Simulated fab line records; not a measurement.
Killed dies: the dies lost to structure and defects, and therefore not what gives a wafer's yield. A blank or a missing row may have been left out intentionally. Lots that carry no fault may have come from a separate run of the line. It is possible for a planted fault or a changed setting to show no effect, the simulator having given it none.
fab line records	flow sky130
record lots=12	wafers=36	lastDay=50
route steps=708 shown VIA2@509 METAL3@534 PAD_OPEN@708
lots that met no fault: taken from a fault-free run of the same line
startH: the number of hours between the record's first day and the start of the first shown wafer of the lot	waitH: hours since the lot's step before	" identical to the entry in the row above	L1.1+2: a single row standing in for several wafers	- value missing, or start not given	* or withheld: withheld	< > ~ a bound
route shown NAME@n: names a module that has steps shown in the file, with the first one's number in the route	usual: the fault-free wafers' mean and standard deviation	same: alike in all rows	chamber/n: place in a boat	sites: the reading at each site	_std_site: how widely they spread, as a standard deviation	_edge_site: the outer-site mean with the inner-site mean subtracted	radiusMm: how far each site lies from the wafer's centre	mask NAME#n: copy n	behind: tool/chamber where the wafer was last shaped	hold: reason for holding the lot/hours on hold/outcome of the hold	device: the transistor (n, p or np) that didn't switch	end of line: at the end of the route, the tests of the same wafers	a step given without rows: its recipe and nothing more	killed: dies that structure and defects cost at the first sort, which is not the same as the wafer's yield	map: per-die view of a wafer (x killed, . not killed, _ where there is no die)
set.NAME: setting as actually run; set.NAME@STEP: the setting as run at that earlier step	model.NAME: the simulator's own value behind a step, which no gauge read
one table for each step of the route and one row for each wafer, over a sample of lots
services: a tool's chamber out of use, with start hour (startH, from the record's first day; less than 0 if before it), hours out, and reason
## steps
# step SKY_VIA2_CMP_02
# recipe material=SiO2	downForcePsi=4	platenRpm=60	padVelocityMS=0.94248
# usual motorCurrentA=11.3/1
lot.wafer	tool	chamber	startH	waitH	motorCurrentA
L242.2	cmp-01	2	823.07	0.0	11.8
L242.1	"	3	"	"	9.8
L242.4	"	0	"	"	12.2
L243.4	cmp-02	0	827.92	0.1	12.4
L243.2	"	1	"	"	11.5
L243.3	"	2	"	"	12.5
L249.2	cmp-01	0	887.64	0.0	12.3
L249.4	"	3	"	"	9.7
L249.6	"	1	"	"	11.4
L248.4	cmp-02	3	889.45	0.2	11.2
L248.6	"	0	"	"	11.8
L248.5	"	1	"	"	11.5
L252.4	cmp-01	1	908.64	0.0	11.2
L252.1	"	3	"	"	9.4
L252.6	"	1	"	"	10.6
L253.3	cmp-01	0	915.13	0.4	12.8
L253.4	"	2	"	"	11.9
L253.6	"	0	"	"	11.9
L254.3	cmp-01	2	919.90	0.0	11.3
L254.5	"	2	"	"	12.1
L254.6	"	3	"	"	9.5
L255.2	cmp-02	3	939.71	0.1	11.3
L255.3	"	0	"	"	11.8
L255.6	"	2	"	"	11.8
L257.2	cmp-01	2	946.05	0.0	11.8
L257.1	"	3	"	"	9.5
L257.5	"	2	"	"	11.2
L261.1	cmp-02	3	967.16	0.1	11.0
L261.2	"	1	"	"	12.4
L261.6	"	3	"	"	11.5
L264.1	cmp-02	0	985.32	0.1	12.6
L264.5	"	0	"	"	11.7
L264.6	"	1	"	"	11.4
L265.2	cmp-01	2	986.85	0.0	12.1
L265.6	"	2	"	"	10.7
L265.5	"	3	"	"	9.5
# step SKY_VIA2_STRIP_16
# recipe chemistry=O2/N2	powerW=1400	pressureMtorr=1500	platenTempC=withheld	o2FlowSccm=3000	n2FlowSccm=300	overashFraction=0.5
# usual chamberPressureMTorr=1500.1/1.5	drypumpMotorCurrentA=5.78/0.17	oesProductAu=0.398/0.0046	stripTimeToEndpointS=4.050/0.021
lot.wafer	tool	chamber	startH	waitH	chamberPressureMTorr	drypumpMotorCurrentA	oesProductAu	rfHoursCounterH	stripTimeToEndpointS
L242.1	plasmaAsher-01	1	850.02	0.0	1500.0	5.78	0.394	11	4.066
L242.2	"	0	"	"	1501.8	5.85	0.403	11	4.063
L242.4	"	1	"	"	1499.0	5.76	0.402	-	4.026
L243.2	plasmaAsher-01	1	854.94	0.0	1497.2	5.78	0.396	11	4.020
L243.3	"	0	"	"	1502.0	5.84	0.397	-	4.074
L243.4	"	1	"	"	1500.3	5.76	0.404	-	4.063
L249.2	plasmaAsher-03	1	913.52	0.0	1499.1	5.56	0.399	76	4.072
L249.4	"	0	"	"	1501.5	6.04	0.396	-	4.057
L249.6	"	1	"	"	1499.4	5.58	0.398	-	4.066
L248.4	plasmaAsher-03	0	915.78	0.1	1501.3	6.05	0.398	-	4.015
L248.5	"	0	"	"	1501.0	6.05	0.397	-	4.045
L248.6	"	1	"	"	1498.1	5.57	0.399	-	3.975
L252.1	plasmaAsher-03	1	934.12	0.0	1499.1	5.57	0.407	78	4.064
L252.4	"	1	"	"	1500.4	5.58	0.401	-	4.093
L252.6	"	0	"	"	1500.3	6.06	0.398	-	4.056
L253.3	plasmaAsher-01	0	940.23	0.1	1501.3	5.84	0.401	-	4.088
L253.4	"	1	"	"	1498.7	5.78	0.400	-	4.050
L253.6	"	1	"	"	1500.3	5.75	0.398	-	3.996
L254.3	plasmaAsher-01	1	945.25	0.1	1500.3	5.80	0.399	-	4.052
L254.5	"	0	"	"	1498.5	5.80	0.392	-	4.029
L254.6	"	1	"	"	1498.9	5.77	0.397	-	4.058
L255.2	plasmaAsher-01	1	964.60	0.0	1499.2	5.77	0.403	22	4.058
L255.3	"	1	"	"	1500.6	5.77	0.396	-	4.091
L255.6	"	0	"	"	1500.5	5.82	0.404	-	4.050
L257.1	plasmaAsher-02	0	970.70	0.0	1501.0	5.54	0.402	118	4.047
L257.2	"	1	"	"	1498.9	5.88	0.393	118	4.056
L257.5	"	1	"	"	1500.2	5.86	0.392	-	4.029
L261.1	plasmaAsher-03	1	990.57	0.0	1501.5	5.58	0.398	83	4.045
L261.2	"	0	"	"	1501.1	6.06	0.400	83	4.044
L261.6	"	1	"	"	1500.4	5.57	0.396	-	4.090
L264.1	plasmaAsher-01	1	1008.92	0.0	1499.3	5.78	0.401	26	4.054
L264.5	"	1	"	"	1499.8	5.77	0.398	-	4.046
L264.6	"	0	"	"	1497.7	5.86	0.401	-	4.078
L265.2	plasmaAsher-02	1	1010.25	0.0	1499.7	5.89	0.399	122	4.023
L265.5	"	0	"	"	1500.7	5.55	0.396	-	4.020
L265.6	"	1	"	"	1498.0	5.91	0.401	-	4.068
# step SKY_VIA2_SPUTTER_20
# recipe material=TiN	targetThkNm=20	chamberPressurePa=5	powerW=4000	timeS=80
# usual cathodeDcPowerW=4000.0/0.71	throttleValvePct=30.4/0.83
lot.wafer	tool	chamber	startH	waitH	cathodeDcPowerW	throttleValvePct
L242.1	pvdSputter-03	-	850.61	0.0	4000.5	31.5
L242.2	"	-	"	"	4000.5	31.3
L242.4	"	-	"	"	4000.6	30.7
L243.2	pvdSputter-04	-	855.54	0.0	4000.6	29.6
L243.3	"	-	"	"	4000.1	31.0
L243.4	"	-	"	"	4000.1	30.1
L249.2	pvdSputter-04	-	914.11	0.0	3999.8	29.6
L249.4	"	-	"	"	3999.1	31.4
L249.6	"	-	"	"	4000.8	29.4
L248.4	pvdSputter-03	-	916.35	0.0	3999.5	31.3
L248.5	"	-	"	"	4000.7	30.8
L248.6	"	-	"	"	4001.2	31.3
L252.1	pvdSputter-02	-	934.74	0.0	3626.9	28.6
L252.4	"	-	"	"	3627.3	31.2
L252.6	"	-	"	"	3626.0	29.8
L253.3	pvdSputter-02	-	940.79	0.0	3624.4	28.7
L253.4	"	-	"	"	3627.3	31.1
L253.6	"	-	"	"	3627.3	29.8
L254.3	pvdSputter-02	-	945.86	0.0	3626.6	28.7
L254.5	"	-	"	"	3627.3	28.8
L254.6	"	-	"	"	3625.0	31.1
L255.2	pvdSputter-03	-	965.20	0.0	4000.5	31.2
L255.3	"	-	"	"	4000.1	30.7
L255.6	"	-	"	"	4000.8	30.1
L257.1	pvdSputter-03	-	971.38	0.0	4000.9	30.6
L257.2	"	-	"	"	3999.3	31.3
L257.5	"	-	"	"	4000.2	30.7
L261.1	pvdSputter-03	-	991.17	0.0	4000.8	31.3
L261.2	"	-	"	"	4000.0	30.7
L261.6	"	-	"	"	4000.2	31.4
L264.1	pvdSputter-02	-	1009.52	0.0	4000.3	31.0
L264.5	"	-	"	"	3999.6	30.9
L264.6	"	-	"	"	3999.1	28.8
L265.2	pvdSputter-04	-	1010.85	0.0	3999.1	31.2
L265.5	"	-	"	"	4001.3	30.0
L265.6	"	-	"	"	4001.3	29.5
# step SKY_METAL3_SPUTTER_02
# recipe material=AlCu	targetThkNm=735	powerW=10600	timeS=39.1	chamberPressurePa=0.4
# usual cathodeDcPowerW=10600/1.8	throttleValvePct=30.5/0.74
lot.wafer	tool	chamber	startH	waitH	cathodeDcPowerW	throttleValvePct
L242.1	pvdSputter-01	-	851.33	0.0	10597	30.3
L242.2	"	-	"	"	10600	29.8
L242.4	"	-	"	"	10604	29.9
L243.2	pvdSputter-02	-	856.26	0.0	10601	28.4
L243.3	"	-	"	"	10599	31.2
L243.4	"	-	"	"	10603	30.6
L249.2	pvdSputter-03	-	914.83	0.0	10598	31.5
L249.4	"	-	"	"	10601	31.2
L249.6	"	-	"	"	10600	30.0
L248.4	pvdSputter-03	-	917.20	0.0	10599	29.7
L248.5	"	-	"	"	10599	31.2
L248.6	"	-	"	"	10601	30.0
L252.1	pvdSputter-01	-	935.46	0.0	10597	30.3
L252.4	"	-	"	"	10601	30.7
L252.6	"	-	"	"	10599	29.9
L253.3	pvdSputter-03	-	941.51	0.0	10600	31.2
L253.4	"	-	"	"	10601	30.9
L253.6	"	-	"	"	10599	31.2
L254.3	pvdSputter-03	-	946.58	0.0	10602	30.6
L254.5	"	-	"	"	10599	30.7
L254.6	"	-	"	"	10601	29.9
L255.2	pvdSputter-01	-	965.92	0.0	10600	29.8
L255.3	"	-	"	"	10598	30.5
L255.6	"	-	"	"	10601	29.8
L257.1	pvdSputter-02	-	972.10	0.0	10602	30.4
L257.2	"	-	"	"	10600	28.7
L257.5	"	-	"	"	10598	28.8
L261.1	pvdSputter-02	-	991.89	0.0	10600	28.7
L261.2	"	-	"	"	10601	31.0
L261.6	"	-	"	"	10600	31.2
L264.1	pvdSputter-02	-	1010.24	0.0	10598	31.0
L264.5	"	-	"	"	10601	28.5
L264.6	"	-	"	"	10599	31.2
L265.2	pvdSputter-01	-	1011.57	0.0	10598	29.8
L265.5	"	-	"	"	10598	30.5
L265.6	"	-	"	"	10598	30.6
# step SKY_PAD_OPEN_PROBE_99
# usual defectLimitedYield=82.6/1.9	killed_at_M0_to_M3=43/6.9	killed_at_M4_up=3.0/1.8	killedAtContacts=24/4.8	killedAtFrontEnd=15/4.5	killedAtOther=0.4/0.67	killedDies=86/9.2	killedOpen=46/6.9	killedShort=39/6	sort_bin_3_pad_short=0.8/0.39	sort_bin_5_function=10.2/1.3	sort_bin_6_memory=6.3/1.2	sortNPass=406/9.2	sortYieldPct=82.6/1.9
# same grossDies=492	killedAtBackSide=0	sort_bin_4_leakage[%]=0	sort_bin_8_speed[%]=0
lot.wafer	tool	chamber	startH	waitH	defectLimitedYield[%]	killed_at_M0_to_M3	killed_at_M4_up	killedAtContacts	killedAtFrontEnd	killedAtOther	killedDies	killedOpen	killedShort	sort_bin_3_pad_short[%]	sort_bin_5_function[%]	sort_bin_6_memory[%]	sortNPass	sortYieldPct[%]
L242.1	prober-02	-	1075.55	0.1	77.6	55	3	33	18	1	110	65	45	1.2	13.2	7.9	382	77.6
L242.2	prober-02	-	1075.60	0.1	79.5	54	4	32	10	1	101	49	52	1.8	12.2	6.5	391	79.5
L242.4	prober-02	-	1075.70	0.2	80.5	49	0	35	12	0	96	60	36	0.4	9.8	9.3	396	80.5
L243.2	prober-01	-	1079.73	0.1	83.1	40	4	26	13	0	83	49	34	0.4	10.6	5.9	409	83.1
L243.3	prober-01	-	1079.78	0.2	80.1	57	6	20	15	0	98	49	49	0.8	10.4	8.7	394	80.1
L243.4	prober-01	-	1079.83	0.2	83.3	39	3	22	18	0	82	33	49	1.8	11.0	3.9	410	83.3
L249.2	prober-02	-	1126.52	0.1	81.3	35	3	40	14	0	92	47	45	1.6	11.2	5.9	400	81.3
L249.4	prober-02	-	1126.62	0.2	90.0	22	2	17	8	0	49	29	20	0.6	5.9	3.5	443	90.0
L249.6	prober-02	-	1126.72	0.2	83.7	28	2	31	18	1	80	46	33	1.0	9.8	5.5	412	83.7
L248.4	prober-01	-	1128.49	0.2	84.3	40	2	23	12	0	77	45	32	0.4	11.0	4.3	415	84.3
L248.5	prober-01	-	1128.54	0.2	82.3	44	2	31	9	1	87	48	39	1.2	8.7	7.7	405	82.3
L248.6	prober-01	-	1128.59	0.2	85.0	36	0	26	11	1	74	33	41	0.8	8.7	5.5	418	85.0
L252.1	prober-01	-	1144.57	0.1	79.9	56	7	28	7	1	99	59	39	1.2	11.8	7.1	393	79.9
L252.4	prober-01	-	1144.72	0.2	83.5	47	3	21	10	0	81	49	31	0.8	10.0	5.7	411	83.5
L252.6	prober-01	-	1144.82	0.2	82.7	45	2	25	13	0	85	47	37	0.8	11.2	5.3	407	82.7
L253.3	prober-01	-	1147.57	0.2	85.2	31	3	23	16	0	73	44	28	0.4	9.8	4.7	419	85.2
L253.4	prober-01	-	1147.62	0.2	84.3	45	2	22	8	0	77	50	27	0.6	8.3	6.7	415	84.3
L253.6	prober-01	-	1147.72	0.2	85.4	32	2	19	19	0	72	44	27	0.6	8.7	5.3	420	85.4
L254.3	prober-02	-	1154.02	0.2	79.9	51	3	25	20	0	99	60	39	1.2	11.8	7.1	393	79.9
L254.5	prober-02	-	1154.12	0.2	81.7	53	3	27	7	0	90	48	42	0.4	9.6	8.3	402	81.7
L254.6	prober-02	-	1154.17	0.2	81.9	39	4	24	22	0	89	45	43	0.8	11.0	6.3	403	81.9
L255.2	prober-01	-	1165.82	0.1	79.7	41	7	29	21	2	100	60	40	0.8	12.2	7.3	392	79.7
L255.3	prober-01	-	1165.87	0.2	80.5	43	6	27	20	0	96	49	47	0.6	12.2	6.7	396	80.5
L255.6	prober-01	-	1166.02	0.2	81.3	48	2	23	18	1	92	46	46	1.0	10.0	7.7	400	81.3
L257.1	prober-02	-	1172.01	0.1	81.5	52	2	20	17	0	91	52	37	1.2	11.0	6.3	401	81.5
L257.2	prober-02	-	1172.06	0.1	82.1	41	3	26	18	0	88	51	36	0.6	10.4	6.9	404	82.1
L257.5	prober-02	-	1172.21	0.2	83.3	35	2	29	16	0	82	49	33	0.2	10.0	6.5	410	83.3
L261.1	prober-02	-	1183.62	0.1	81.3	45	3	25	18	1	92	51	41	0.8	11.2	6.7	400	81.3
L261.2	prober-02	-	1183.67	0.1	83.3	53	2	17	10	0	82	47	35	0.6	9.3	6.7	410	83.3
L261.6	prober-02	-	1183.87	0.2	84.6	40	2	20	13	1	76	37	39	0.2	9.1	6.1	416	84.6
L264.1	prober-01	-	1199.71	0.1	79.5	57	1	25	16	2	101	57	42	0.8	13.2	6.5	391	79.5
L264.5	prober-01	-	1199.91	0.2	80.7	46	3	35	11	0	95	51	43	1.0	10.8	7.5	397	80.7
L264.6	prober-01	-	1199.96	0.2	79.9	55	3	22	18	1	99	51	47	0.8	11.4	7.9	393	79.9
L265.2	prober-02	-	1199.89	0.1	82.3	39	2	26	19	1	87	39	46	1.6	11.0	5.1	405	82.3
L265.5	prober-02	-	1200.04	0.2	80.5	48	1	27	19	1	96	52	44	0.8	11.2	7.5	396	80.5
L265.6	prober-02	-	1200.09	0.2	86.4	32	3	18	14	0	67	39	28	1.0	8.9	3.7	425	86.4
# killed by level:class
L242.1 CONTACT:geometricParticle:open=18 VIA3:geometricParticle:open=10 LI_CONTACT:geometricParticle:open=10 VIA1:geometricParticle:open=8 VIA1:geometricParticle:short=7 METAL2:geometricParticle:short=7 VIA2:geometricParticle:open=7 POLY_GATE:geometricParticle:short=6
L242.2 CONTACT:geometricParticle:open=11 VIA1:geometricParticle:open=11 VIA2:geometricParticle:open=10 VIA1:geometricParticle:short=9 CONTACT:geometricParticle:short=8 LI_CONTACT:geometricParticle:open=6 METAL1:geometricParticle:short=6 METAL2:geometricParticle:short=6
L242.4 VIA1:geometricParticle:open=17 CONTACT:geometricParticle:open=14 LI_CONTACT:geometricParticle:open=8 VIA3:geometricParticle:open=6 VIA1:geometricParticle:short=6 LOCAL_INTERCONNECT:geometricParticle:short=5 POLY_GATE:geometricParticle:open=4 METAL1:geometricParticle:short=4
L243.2 VIA1:geometricParticle:open=9 CONTACT:geometricParticle:open=8 LI_CONTACT:geometricParticle:open=7 VIA2:geometricParticle:open=7 LOCAL_INTERCONNECT:geometricParticle:short=6 VIA3:geometricParticle:open=5 VIA1:geometricParticle:short=4 METAL2:geometricParticle:short=4
L243.3 VIA1:geometricParticle:open=14 VIA3:geometricParticle:open=9 VIA1:geometricParticle:short=8 LI_CONTACT:geometricParticle:open=7 METAL2:geometricParticle:short=7 METAL4:geometricParticle:short=6 POLY_GATE:geometricParticle:open=5 METAL1:geometricParticle:short=5
L243.4 VIA1:geometricParticle:open=10 LOCAL_INTERCONNECT:geometricParticle:short=7 METAL2:geometricParticle:short=6 VIA2:geometricParticle:open=5 CONTACT:geometricParticle:short=5 FIELD_ISO:geometricParticle:short=4 FIELD_ISO:geometricParticle:open=4 SPACER:geometricParticle:short=4
L249.2 CONTACT:geometricParticle:open=11 LI_CONTACT:geometricParticle:open=9 VIA3:geometricParticle:open=9 LOCAL_INTERCONNECT:geometricParticle:short=8 CONTACT:geometricParticle:short=7 FIELD_ISO:geometricParticle:short=5 VIA1:geometricParticle:open=5 FIELD_ISO:geometricParticle:open=4
L249.4 CONTACT:geometricParticle:open=8 LOCAL_INTERCONNECT:geometricParticle:short=5 VIA1:geometricParticle:open=5 VIA3:geometricParticle:open=4 METAL1:geometricParticle:short=3 VIA1:geometricParticle:short=3 VIA2:geometricParticle:open=3 FIELD_ISO:geometricParticle:open=2
L249.6 CONTACT:geometricParticle:open=11 LI_CONTACT:geometricParticle:open=7 VIA1:geometricParticle:open=7 FIELD_ISO:geometricParticle:open=6 LOCAL_INTERCONNECT:geometricParticle:short=5 POLY_GATE:geometricParticle:short=4 METAL1:geometricParticle:short=4 VIA2:geometricParticle:open=4
L248.4 CONTACT:geometricParticle:open=9 VIA1:geometricParticle:open=9 LI_CONTACT:geometricParticle:open=6 VIA2:geometricParticle:open=5 VIA1:geometricParticle:short=5 FIELD_ISO:geometricParticle:short=4 METAL1:geometricParticle:short=4 METAL2:geometricParticle:short=4
L248.5 LI_CONTACT:geometricParticle:open=12 VIA2:geometricParticle:open=8 METAL1:geometricParticle:short=8 CONTACT:geometricParticle:open=7 VIA1:geometricParticle:open=7 LOCAL_INTERCONNECT:geometricParticle:short=6 METAL2:geometricParticle:short=5 CONTACT:geometricParticle:short=4
L248.6 VIA1:geometricParticle:open=10 CONTACT:geometricParticle:open=7 CONTACT:geometricParticle:short=7 METAL1:geometricParticle:short=7 POLY_GATE:geometricParticle:short=6 LOCAL_INTERCONNECT:geometricParticle:short=6 LI_CONTACT:geometricParticle:open=4 VIA1:geometricParticle:short=4
L252.1 VIA1:geometricParticle:open=13 CONTACT:geometricParticle:open=12 VIA2:geometricParticle:open=8 VIA3:geometricParticle:open=8 LI_CONTACT:geometricParticle:open=7 VIA1:geometricParticle:short=7 CONTACT:geometricParticle:short=6 VIA2:geometricParticle:short=5
L252.4 VIA1:geometricParticle:open=16 LI_CONTACT:geometricParticle:open=8 VIA3:geometricParticle:open=7 CONTACT:geometricParticle:open=6 VIA1:geometricParticle:short=5 METAL2:geometricParticle:short=5 POLY_GATE:geometricParticle:open=4 LOCAL_INTERCONNECT:geometricParticle:short=4
L252.6 VIA3:geometricParticle:open=10 VIA2:geometricParticle:open=8 LI_CONTACT:geometricParticle:open=7 VIA3:geometricParticle:short=6 LOCAL_INTERCONNECT:geometricParticle:short=6 CONTACT:geometricParticle:open=6 VIA1:geometricParticle:short=6 VIA1:geometricParticle:open=6
L253.3 CONTACT:geometricParticle:open=12 VIA3:geometricParticle:open=8 FIELD_ISO:geometricParticle:short=6 VIA1:geometricParticle:open=6 LI_CONTACT:geometricParticle:open=5 VIA3:geometricParticle:short=4 METAL1:geometricParticle:open=3 VIA1:geometricParticle:short=3
L253.4 LI_CONTACT:geometricParticle:open=13 VIA1:geometricParticle:open=9 CONTACT:geometricParticle:open=7 VIA3:geometricParticle:open=6 VIA2:geometricParticle:open=6 VIA2:geometricParticle:short=5 FIELD_ISO:geometricParticle:open=4 METAL1:geometricParticle:short=4
L253.6 VIA1:geometricParticle:open=8 VIA1:geometricParticle:short=8 VIA3:geometricParticle:open=8 CONTACT:geometricParticle:open=7 FIELD_ISO:geometricParticle:open=6 LI_CONTACT:geometricParticle:open=6 POLY_GATE:geometricParticle:open=4 LOCAL_INTERCONNECT:geometricParticle:short=4
L254.3 CONTACT:geometricParticle:open=15 VIA2:geometricParticle:open=10 VIA3:geometricParticle:open=9 FIELD_ISO:geometricParticle:short=7 LI_CONTACT:geometricParticle:open=6 POLY_GATE:geometricParticle:open=5 VIA1:geometricParticle:short=5 METAL2:geometricParticle:short=5
L254.5 VIA2:geometricParticle:open=15 VIA1:geometricParticle:open=11 LOCAL_INTERCONNECT:geometricParticle:short=8 CONTACT:geometricParticle:open=7 LI_CONTACT:geometricParticle:open=6 VIA1:geometricParticle:short=6 CONTACT:geometricParticle:short=5 VIA3:geometricParticle:open=5
L254.6 CONTACT:geometricParticle:open=12 VIA1:geometricParticle:open=8 METAL2:geometricParticle:short=8 FIELD_ISO:geometricParticle:open=7 POLY_GATE:geometricParticle:open=6 CONTACT:geometricParticle:short=6 POLY_GATE:geometricParticle:short=5 VIA3:geometricParticle:open=5
L255.2 CONTACT:geometricParticle:open=10 VIA1:geometricParticle:open=10 VIA3:geometricParticle:open=8 VIA2:geometricParticle:open=7 LI_CONTACT:geometricParticle:open=6 CONTACT:geometricParticle:short=6 METAL4:geometricParticle:short=5 SPACER:geometricParticle:open=4
L255.3 VIA1:geometricParticle:open=12 LOCAL_INTERCONNECT:geometricParticle:short=8 LI_CONTACT:geometricParticle:short=6 SPACER:geometricParticle:open=6 VIA1:geometricParticle:short=6 VIA3:geometricParticle:short=6 VIA3:geometricParticle:open=6 LI_CONTACT:geometricParticle:open=5
L255.6 VIA1:geometricParticle:open=13 VIA3:geometricParticle:open=8 LOCAL_INTERCONNECT:geometricParticle:short=7 CONTACT:geometricParticle:open=7 VIA1:geometricParticle:short=7 METAL2:geometricParticle:short=7 FIELD_ISO:geometricParticle:short=6 LI_CONTACT:geometricParticle:short=4
L257.1 LI_CONTACT:geometricParticle:open=9 METAL2:geometricParticle:short=9 VIA3:geometricParticle:open=8 VIA2:geometricParticle:open=7 VIA1:geometricParticle:short=7 POLY_GATE:geometricParticle:open=6 CONTACT:geometricParticle:open=5 VIA1:geometricParticle:open=5
L257.2 VIA1:geometricParticle:open=11 LI_CONTACT:geometricParticle:open=10 VIA3:geometricParticle:open=7 FIELD_ISO:geometricParticle:open=6 CONTACT:geometricParticle:short=6 CONTACT:geometricParticle:open=5 VIA1:geometricParticle:short=5 VIA2:geometricParticle:open=5
L257.5 CONTACT:geometricParticle:open=15 VIA1:geometricParticle:open=14 CONTACT:geometricParticle:short=7 VIA3:geometricParticle:open=7 POLY_GATE:geometricParticle:short=5 FIELD_ISO:geometricParticle:open=4 METAL2:geometricParticle:short=4 FIELD_ISO:geometricParticle:short=3
L261.1 VIA1:geometricParticle:open=17 CONTACT:geometricParticle:short=8 CONTACT:geometricParticle:open=7 VIA3:geometricParticle:open=7 POLY_GATE:geometricParticle:open=6 LI_CONTACT:geometricParticle:open=6 POLY_GATE:geometricParticle:short=5 METAL1:geometricParticle:short=5
L261.2 VIA1:geometricParticle:open=10 VIA2:geometricParticle:open=9 LI_CONTACT:geometricParticle:open=7 CONTACT:geometricParticle:open=7 METAL1:geometricParticle:short=7 METAL2:geometricParticle:short=7 VIA1:geometricParticle:short=6 VIA3:geometricParticle:open=5
L261.6 VIA2:geometricParticle:open=11 LI_CONTACT:geometricParticle:open=9 METAL1:geometricParticle:short=6 METAL2:geometricParticle:short=6 VIA1:geometricParticle:short=5 VIA2:geometricParticle:short=5 CONTACT:geometricParticle:open=4 VIA1:geometricParticle:open=4
L264.1 VIA1:geometricParticle:open=15 VIA2:geometricParticle:open=11 CONTACT:geometricParticle:short=10 CONTACT:geometricParticle:open=8 METAL2:geometricParticle:short=5 LI_CONTACT:geometricParticle:open=5 METAL1:geometricParticle:short=5 VIA3:geometricParticle:open=4
L265.2 LI_CONTACT:geometricParticle:open=9 METAL1:geometricParticle:short=8 POLY_GATE:geometricParticle:short=7 VIA1:geometricParticle:open=7 CONTACT:geometricParticle:short=6 CONTACT:geometricParticle:open=6 VIA1:geometricParticle:short=6 FIELD_ISO:geometricParticle:short=4
L264.5 LI_CONTACT:geometricParticle:open=12 CONTACT:geometricParticle:open=12 VIA1:geometricParticle:short=8 VIA1:geometricParticle:open=8 VIA2:geometricParticle:open=6 FIELD_ISO:geometricParticle:short=5 LOCAL_INTERCONNECT:geometricParticle:short=5 CONTACT:geometricParticle:short=5
L264.6 METAL1:geometricParticle:short=13 CONTACT:geometricParticle:open=12 VIA1:geometricParticle:open=10 FIELD_ISO:geometricParticle:short=8 VIA3:geometricParticle:open=8 METAL1:geometricParticle:open=6 VIA2:geometricParticle:open=4 METAL3:geometricParticle:short=4
L265.5 VIA1:geometricParticle:open=13 CONTACT:geometricParticle:open=9 METAL2:geometricParticle:short=9 LI_CONTACT:geometricParticle:open=8 METAL1:geometricParticle:short=7 VIA2:geometricParticle:open=7 FIELD_ISO:geometricParticle:short=5 FIELD_ISO:geometricParticle:open=5
L265.6 VIA2:geometricParticle:open=7 LI_CONTACT:geometricParticle:open=6 VIA1:geometricParticle:short=6 METAL2:geometricParticle:short=6 FIELD_ISO:geometricParticle:open=4 VIA1:geometricParticle:open=4 CONTACT:geometricParticle:open=4 VIA3:geometricParticle:open=4
## services
tool	chamber	startH	hours	kind
plasmaAsher-03	-	799.71	1.4	repair
pvdSputter-03	-	808.71	5.2	repair
plasmaAsher-01	-	829.12	1.9	repair
pvdSputter-03	-	841.87	4.8	repair
cmp-01	-	844.10	3.7	repair
plasmaAsher-03	-	845.24	0.6	repair
cmp-01	-	847.82	6.6	pm
plasmaAsher-01	-	855.66	4.5	repair
cmp-02	-	862.36	2.9	pm
cmp-02	-	866.93	4.5	pm
plasmaAsher-01	-	888.58	2.8	pm
pvdSputter-01	-	895.84	12.0	repair
cmp-02	-	912.00	4.0	pm
cmp-01	-	920.27	1.8	repair
cmp-02	-	924.68	0.9	repair
cmp-01	-	938.43	3.9	repair
pvdSputter-01	-	942.08	3.2	repair
cmp-02	-	943.38	2.7	repair
plasmaAsher-03	-	955.74	1.0	repair
plasmaAsher-03	-	958.38	2.8	pm
cmp-01	-	966.86	0.6	repair
cmp-01	-	977.91	1.9	repair
cmp-02	-	978.58	4.5	repair
cmp-02	-	999.97	1.1	repair
## key
firstSign step=SKY_VIA2_SPUTTER_20	reading=cathodeDcPowerW	direction=down	sigmas=99+	usual=4000.0	struck=3626.5
effect none on later readings
metAt SKY_VIA2_SPUTTER_20
struckLots L252,L253,L254
notActingAt SKY_VIA2_CMP_02,SKY_VIA2_STRIP_16,SKY_METAL3_SPUTTER_02
fault kind=processParameterDrift	tool=pvdSputter-02	chamber=-	onsetH=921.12	steps=SKY_VIA2_SPUTTER_20	channel=powerW	offset=*	shape=step	endH=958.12	actsIn=*	stated=*
